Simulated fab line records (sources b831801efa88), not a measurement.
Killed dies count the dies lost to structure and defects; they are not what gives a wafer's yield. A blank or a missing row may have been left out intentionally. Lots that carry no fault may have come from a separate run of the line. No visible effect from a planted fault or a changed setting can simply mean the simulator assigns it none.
fab line records -- flow sky130
record: lots: 5, wafers: 15, last-day: 50
route steps=708 shown GATE_OXIDE@192 POLY_GATE@204 RES_PROTECT@206 PAD_OPEN@708
lots that met no fault: taken from a fault-free run of the same line
start-h: hours from the record's first day to the start of the lot's first wafer shown -- wait-h: hours since the lot's step before -- " unchanged from the row above -- L1.1+2: a row that stands for several wafers -- - no value, or no start given -- * or withheld: withheld -- < > ~ a bound
route shown NAME@n: names a module that has steps shown in the file, with the first one's number in the route -- usual: average and standard deviation across the fault-free wafers -- same: alike in all rows -- chamber/n: place in a boat -- sites: readings site by site -- _std_site: how widely they spread, as a standard deviation -- _edge_site: mean of outer sites minus mean of inner sites -- radius-mm: for every site, how far away it sits from the centre of the wafer -- mask NAME#n: copy n -- behind: tool/chamber where the wafer was last shaped -- hold: what put the lot on hold/how long, in hours/how the hold closed -- device: names the non-switching transistor (n, p or np) -- end of line: at the end of the route, the tests of the same wafers -- a step given without rows: its recipe and nothing more -- killed: dies lost to structure and defects at the first sort, not the wafer's yield -- map: per-die view of a wafer (x killed, . not killed, _ where there is no die)
set.NAME: setting as actually run; set.NAME@STEP: the setting as run at that earlier step -- model.NAME: the simulator's own value behind a step, which no gauge read
lots seen at some steps along the route; tables by step, rows by wafer
services: when a tool's chamber went out of use (start-h, in hours from the record's first day, below 0 if earlier), for how many hours, and the reason
== steps ==
step: SKY_GATE_OXIDE_COAT_05
recipe: resist: NOVOLAK, spin-rpm: 3000, resist-thk-nm: 1140
step: SKY_GATE_OXIDE_SOFTBAKE_06
recipe: temp-c: 90, time-s: 60, resist: NOVOLAK
step: SKY_GATE_OXIDE_EXPOSE_07
recipe: mask-id: LVOM, na: 0.6, source-shape: conventional, sigma-outer: 0.6, polarization: unpolarized, target-cd-nm: 600, dose-mj: 170
step: SKY_GATE_OXIDE_PEB_08
recipe: temp-c: withheld, time-s: *, resist: NOVOLAK
step: SKY_GATE_OXIDE_DEVELOP_09
recipe: resist: NOVOLAK, developer: TMAH, develop-time-s: 60, dev-temp-c: 23
step: SKY_GATE_OXIDE_IMPLANT_11
recipe: species: B, energy-kev: 10, dose-cm2: 2.6e+12, tilt-deg: withheld
step: SKY_GATE_OXIDE_WET_ETCH_12
recipe: chemistry: dHF, target-depth-nm: 16.8, dry: n2-spin, target: SiO2, dilution: 100:1, temp-c: 25, time-s: 336
step: SKY_GATE_OXIDE_STRIP_13
recipe: chemistry: O2/N2, power-w: 1400, pressure-mtorr: 1500, platen-temp-c: withheld, o2-flow-sccm: 3000, n2-flow-sccm: 300, overash-fraction: 0.5
step: SKY_GATE_OXIDE_CLEAN_15
recipe: chemistry: SC1/SC2, mix: 1:4:20, temp-c: 70, time-s: 150, dry: n2-spin
step: SKY_GATE_OXIDE_OXIDATION_16
recipe: temp-c: 800, ambient: O2, idle-temp-c: 700, ramp-up-c-per-min: 10, ramp-down-c-per-min: 3, stabilise-s: 600, purge-s: 300, target-thk-a: 35.7, ox-time-s: 1915
step: SKY_POLY_GATE_CVD_00
recipe: material: poly-Si, target-thk-nm: 180, temp-c: 620, time-s: 720, pressure-mtorr: 200
usual: spike-tc-top-C: 637.3/2
lot.wafer,tool,chamber,start-h,wait-h,spike-tc-top-C
L189.1,lpcvd-01,1,357.79,0.0,635.2
L189.3,lpcvd-01,1,357.79,0.0,636.5
L189.5,lpcvd-01,1,357.79,0.0,636.1
L190.1,lpcvd-01,0,361.05,0.0,638.3
L190.5,lpcvd-01,0,361.05,0.0,638.5
L190.6,lpcvd-01,0,361.05,0.0,637.7
L191.1,lpcvd-01,1,377.21,5.7,636.7
L191.2,lpcvd-01,1,377.21,5.7,636.3
L191.6,lpcvd-01,1,377.21,5.7,635.5
L200.3,lpcvd-01,0,465.13,0.0,641.1
L200.4,lpcvd-01,0,465.13,0.0,639.6
L200.5,lpcvd-01,0,465.13,0.0,639.5
L205.2,lpcvd-01,0,501.32,0.0,638.5
L205.3,lpcvd-01,0,501.32,0.0,638.4
L205.6,lpcvd-01,0,501.32,0.0,639.1
step: SKY_RES_PROTECT_DEHYDRATE_00
recipe: temp-c: 200, time-s: 60
step: SKY_RES_PROTECT_HMDS_01
recipe: prime-time-s: 60, prime-temp-c: 120
step: SKY_RES_PROTECT_COAT_02
recipe: resist: NOVOLAK, spin-rpm: 3000, resist-thk-nm: 1140
step: SKY_RES_PROTECT_SOFTBAKE_03
recipe: temp-c: 90, time-s: 60, resist: NOVOLAK
step: SKY_RES_PROTECT_EXPOSE_04
recipe: mask-id: RPM, na: 0.6, source-shape: conventional, sigma-outer: 0.6, polarization: unpolarized, target-cd-nm: 1270, dose-mj: 131
step: SKY_RES_PROTECT_PEB_05
recipe: temp-c: withheld, time-s: *, resist: NOVOLAK
step: SKY_RES_PROTECT_DEVELOP_06
recipe: resist: NOVOLAK, developer: TMAH, develop-time-s: 60, dev-temp-c: 23
step: SKY_POLY_GATE_IMPLANT_02
recipe: species: P, energy-kev: 29.63, dose-cm2: 7.7e+15, tilt-deg: 0
step: SKY_RES_PROTECT_STRIP_07
recipe: chemistry: O2/N2, power-w: 1400, pressure-mtorr: 1500, platen-temp-c: withheld, o2-flow-sccm: 3000, n2-flow-sccm: 300, overash-fraction: 0.5
step: SKY_RES_PROTECT_CLEAN_09
recipe: chemistry: SC1/SC2, mix: 1:4:20, temp-c: 70, time-s: 150, dry: n2-spin
step: SKY_POLY_GATE_CVD_03
recipe: material: Si3N4, precursor: DCS/NH3, target-thk-nm: 75, temp-c: 770, time-s: 1290, pressure-mtorr: 250
step: SKY_POLY_GATE_DEHYDRATE_05
recipe: temp-c: 200, time-s: 60
step: SKY_POLY_GATE_HMDS_06
recipe: prime-time-s: 60, prime-temp-c: 120
step: SKY_POLY_GATE_COAT_07
recipe: resist: BARC, temp-c: withheld, time-s: withheld, spin-rpm: 3000, resist-thk-nm: 110
step: SKY_POLY_GATE_COAT_08
recipe: resist: KrF-thick, spin-rpm: 3000, resist-thk-nm: 450
step: SKY_POLY_GATE_SOFTBAKE_09
recipe: temp-c: 100, time-s: 90, resist: KrF-thick
step: SKY_POLY_GATE_EXPOSE_10
recipe: mask-id: P1M, na: 0.68, source-shape: conventional, sigma-outer: 0.6, target-cd-nm: 150, dose-mj: 28
step: SKY_POLY_GATE_PEB_11
recipe: peb-temp-c: withheld, peb-time-s: withheld, resist: KrF-thick
step: SKY_POLY_GATE_DEVELOP_12
recipe: develop-time-s: 60, resist: KrF-thick, dev-temp-c: 21
step: SKY_POLY_GATE_ETCH_15
recipe: chemistry: N2/H2, target: BARC, ion-energy-ev: 200, source-w: 500, bias-w: 97.63, pressure-mtorr: 30, n2-flow-sccm: 100, h2-flow-sccm: 200, stop-on: SiO2, time-s: 118.5, target-depth-a: 1100
step: SKY_POLY_GATE_ETCH_16
recipe: stop-on: poly-Si, chemistry: CH3F/O2, target: Si3N4, source-w: 400, bias-w: 80, pressure-mtorr: 25, ch3f-flow-sccm: 40, O2_flow_sccm: 30, time-s: 147.5, target-depth-a: 750
step: SKY_POLY_GATE_ETCH_17
recipe: target-depth-nm: 180, stop-on: SiO2, over-etch-frac: 0.56667, chemistry: HBr/Cl2, target: poly-Si, icp-w: 400, bias-w: 100, pressure-mtorr: 10, HBr_flow_sccm: 150, Cl2_flow_sccm: 50, time-s: 70.5
step: SKY_POLY_GATE_STRIP_18
recipe: chemistry: O2/N2, power-w: 1400, pressure-mtorr: 1500, platen-temp-c: withheld, o2-flow-sccm: 3000, n2-flow-sccm: 300, overash-fraction: 0.5
step: SKY_POLY_GATE_CLEAN_19
recipe: chemistry: SC1/SC2, mix: 1:4:20, temp-c: 70, time-s: 150, dry: n2-spin
step: SKY_PAD_OPEN_PROBE_99
usual: killed_at_M0_to_M3: 43/6.8, killed_at_M4_up: 3.2/1.7, killed-at-contacts: 24/5.6, killed-at-front-end: 15/4.7, killed-at-other: 0.3/0.59, killed-dies: 86/10, killed-open: 47/6.8, killed-short: 39/6.4
same: gross-dies: 492, killed-at-back-side: 0
lot.wafer,tool,chamber,start-h,wait-h,hold,killed_at_M0_to_M3,killed_at_M4_up,killed-at-contacts,killed-at-front-end,killed-at-other,killed-dies,killed-open,killed-short
L189.1,prober-02,-,1107.27,0.1,-,32,4,24,36,1,97,38,33
L189.3,prober-02,-,1107.37,0.2,-,44,2,17,46,2,111,47,32
L189.5,prober-02,-,1107.47,0.2,-,39,2,19,44,0,104,39,36
L190.1,prober-01,-,1111.35,0.1,await-dispo/3.8h/release,38,6,28,60,1,133,51,35
L190.5,prober-01,-,1111.55,0.2,await-dispo/3.8h/release,30,4,23,57,0,114,39,31
L190.6,prober-01,-,1111.60,0.2,await-dispo/3.8h/release,49,4,27,58,0,138,45,45
L191.1,prober-02,-,1124.01,0.1,await-dispo/1.3h/release,39,4,25,46,0,114,52,36
L191.2,prober-02,-,1124.06,0.1,await-dispo/1.3h/release,40,4,21,55,0,120,51,37
L191.6,prober-02,-,1124.26,0.2,await-dispo/1.3h/release,50,1,20,55,1,127,53,45
L200.3,prober-02,-,1182.16,0.2,-,40,3,37,19,1,100,61,39
L200.4,prober-02,-,1182.21,0.2,-,32,3,34,16,1,86,43,43
L200.5,prober-02,-,1182.26,0.2,-,48,1,20,18,0,87,59,28
L205.2,prober-01,-,1204.65,0.1,-,39,8,28,11,0,86,46,40
L205.3,prober-01,-,1204.70,0.2,-,44,4,24,10,0,82,49,32
L205.6,prober-01,-,1204.85,0.2,-,34,3,25,18,0,80,37,42
killed by level:class
L189.1 POLY_GATE:unspecified=25 CONTACT:geometric-particle:open=9 LI_CONTACT:geometric-particle:open=8 VIA1:geometric-particle:short=5 METAL1:geometric-particle:short=5 FIELD_ISO:geometric-particle:short=4 VIA2:geometric-particle:open=4 VIA1:geometric-particle:open=4
L189.3 POLY_GATE:unspecified=31 VIA3:geometric-particle:open=7 VIA1:geometric-particle:open=7 VIA2:geometric-particle:open=6 CONTACT:geometric-particle:open=6 LI_CONTACT:geometric-particle:open=5 VIA1:geometric-particle:short=5 METAL2:geometric-particle:short=5
L189.5 POLY_GATE:unspecified=29 CONTACT:geometric-particle:open=10 METAL2:geometric-particle:short=8 VIA1:geometric-particle:open=7 LI_CONTACT:geometric-particle:open=6 VIA3:geometric-particle:open=6 VIA1:geometric-particle:short=5 METAL3:geometric-particle:short=4
L190.1 POLY_GATE:unspecified=44 CONTACT:geometric-particle:open=9 LI_CONTACT:geometric-particle:open=8 VIA1:geometric-particle:open=8 FIELD_ISO:geometric-particle:open=5 METAL1:geometric-particle:short=5 VIA2:geometric-particle:open=5 POLY_GATE:geometric-particle:short=4
L190.5 POLY_GATE:unspecified=44 CONTACT:geometric-particle:open=10 VIA1:geometric-particle:open=8 LOCAL_INTERCONNECT:geometric-particle:short=7 VIA3:geometric-particle:open=6 POLY_GATE:geometric-particle:open=4 METAL2:geometric-particle:short=4 VIA3:geometric-particle:short=4
L190.6 POLY_GATE:unspecified=47 CONTACT:geometric-particle:open=16 METAL1:geometric-particle:short=13 VIA1:geometric-particle:open=7 VIA3:geometric-particle:open=7 FIELD_ISO:geometric-particle:open=5 LI_CONTACT:geometric-particle:short=5 METAL3:geometric-particle:short=4
L191.1 POLY_GATE:unspecified=26 CONTACT:geometric-particle:open=8 VIA1:geometric-particle:open=8 VIA2:geometric-particle:open=7 POLY_GATE:geometric-particle:open=6 LI_CONTACT:geometric-particle:open=6 METAL1:geometric-particle:short=6 FIELD_ISO:geometric-particle:short=5
L191.2 POLY_GATE:unspecified=31 VIA1:geometric-particle:open=15 CONTACT:geometric-particle:open=7 FIELD_ISO:geometric-particle:short=6 LI_CONTACT:geometric-particle:short=6 VIA3:geometric-particle:open=6 POLY_GATE:geometric-particle:open=5 POLY_GATE:geometric-particle:short=5
L191.6 POLY_GATE:unspecified=28 VIA1:geometric-particle:open=11 FIELD_ISO:geometric-particle:open=9 VIA3:geometric-particle:open=9 CONTACT:geometric-particle:open=9 POLY_GATE:geometric-particle:short=7 METAL1:geometric-particle:short=6 VIA3:geometric-particle:short=6
L200.3 CONTACT:geometric-particle:open=18 VIA1:geometric-particle:open=15 LI_CONTACT:geometric-particle:short=7 LI_CONTACT:geometric-particle:open=7 VIA3:geometric-particle:open=5 FIELD_ISO:geometric-particle:short=4 METAL2:geometric-particle:open=4 VIA2:geometric-particle:open=4
L200.4 CONTACT:geometric-particle:open=15 CONTACT:geometric-particle:short=7 VIA1:geometric-particle:open=6 METAL2:geometric-particle:short=5 LOCAL_INTERCONNECT:geometric-particle:short=5 VIA2:geometric-particle:open=5 VIA3:geometric-particle:open=5 FIELD_ISO:geometric-particle:short=4
L200.5 VIA1:geometric-particle:open=13 VIA2:geometric-particle:open=9 CONTACT:geometric-particle:open=7 VIA3:geometric-particle:open=7 LI_CONTACT:geometric-particle:open=6 CONTACT:geometric-particle:short=5 METAL2:geometric-particle:short=5 FIELD_ISO:geometric-particle:short=4
L205.2 CONTACT:geometric-particle:open=12 LI_CONTACT:geometric-particle:open=8 VIA1:geometric-particle:open=7 VIA3:geometric-particle:open=6 POLY_GATE:geometric-particle:open=5 METAL1:geometric-particle:short=5 METAL4:geometric-particle:short=5 CONTACT:geometric-particle:short=4
L205.3 VIA1:geometric-particle:open=12 LI_CONTACT:geometric-particle:open=8 CONTACT:geometric-particle:open=7 METAL2:geometric-particle:short=7 LOCAL_INTERCONNECT:geometric-particle:short=5 VIA3:geometric-particle:open=5 FIELD_ISO:geometric-particle:open=4 VIA2:geometric-particle:open=4
L205.6 METAL1:geometric-particle:short=9 LI_CONTACT:geometric-particle:open=8 VIA3:geometric-particle:open=7 FIELD_ISO:geometric-particle:short=5 POLY_GATE:geometric-particle:short=5 CONTACT:geometric-particle:open=5 VIA1:geometric-particle:open=5 LOCAL_INTERCONNECT:geometric-particle:short=4
map L189.3 (x killed, . not)
__________x........x_________
________x.x..........._______
______.............x...._____
_____.x....x..xx....x....____
____..xx..xx..x...........___
___.x.x...........xx...x..x__
__........x..x.............._
_.....x..........x...x.......
_.......x..x........x..x....x
_x.x...x.......x..x......x...
_....x.....x..........x..x..x
_...........x........xx..x...
_.x.x...x....x...x..x......xx
_...x......x.........x..xxxxx
_.....x.xx.............xxxxxx
__...........x...xx...x.xxxx_
___....xx............xxxxxx__
____........xx.x..xx..xxxx___
_____x....x......xx....xx____
______.......x....x..xxx_____
________x.x......x...._______
__________.....x...._________
map L190.6 (x killed, . not)
__________...x.....x_________
________x....xxx.xxxxx_______
______x......xxxxxxxxxxx_____
_____.....x...xxxxxxxxxx.____
____..........xxxxxxxxxx..___
___.....x...x.x..xxxxxxxx..__
__x...xxx......x.x.xxx......_
_...xxx..........xxxxxx..x.x.
_.....x.....x.......x........
_....x.............xx...x.x..
_...x......x..x.x...xx.x.....
_.............xx...xx.......x
_........x.x......x.......xxx
_x...x..xxx.......x..........
_.x......x...x.....xxx...x...
__....x...........x...xx...._
___.x.........x...xx.......__
____.........x.....x..x..x___
_____...........x........____
______.x....xx..x..x...x_____
________........x..xxx_______
__________....x....._________
== services ==
tool,chamber,start-h,hours,kind
lpcvd-01,-,371.10,6.1,pm
lpcvd-01,-,400.14,0.6,repair
== key ==
first-sign: step: SKY_PAD_OPEN_PROBE_99, reading: killed-at-front-end, direction: up, sigmas: 7.5, usual: 15, struck: 51
effect: step: SKY_PAD_OPEN_PROBE_99, reading: killed-dies, direction: up, sigmas: 3, usual: 86, struck: 118, wafers-moved: 7
met-at SKY_POLY_GATE_CVD_00
struck-wafers L189.1,L189.3,L189.5,L190.1,L190.5,L190.6,L191.1,L191.2,L191.6
tester-left-out L189,L190,L191
fault: kind: chamber-particle-source, tool: lpcvd-01, chamber: -, onset-h: 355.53, steps: SKY_POLY_GATE_CVD_00, rate-per-visit-cm2: 1.0723, end-h: 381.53
tester-left-out: of these lots the tester's yield and bins aren't shown, on N5 and GAA mostly nor the transistor test; their killed dies are dies lost to structure and defects alone, not to doping, threshold or leakage, so they don't give the yield
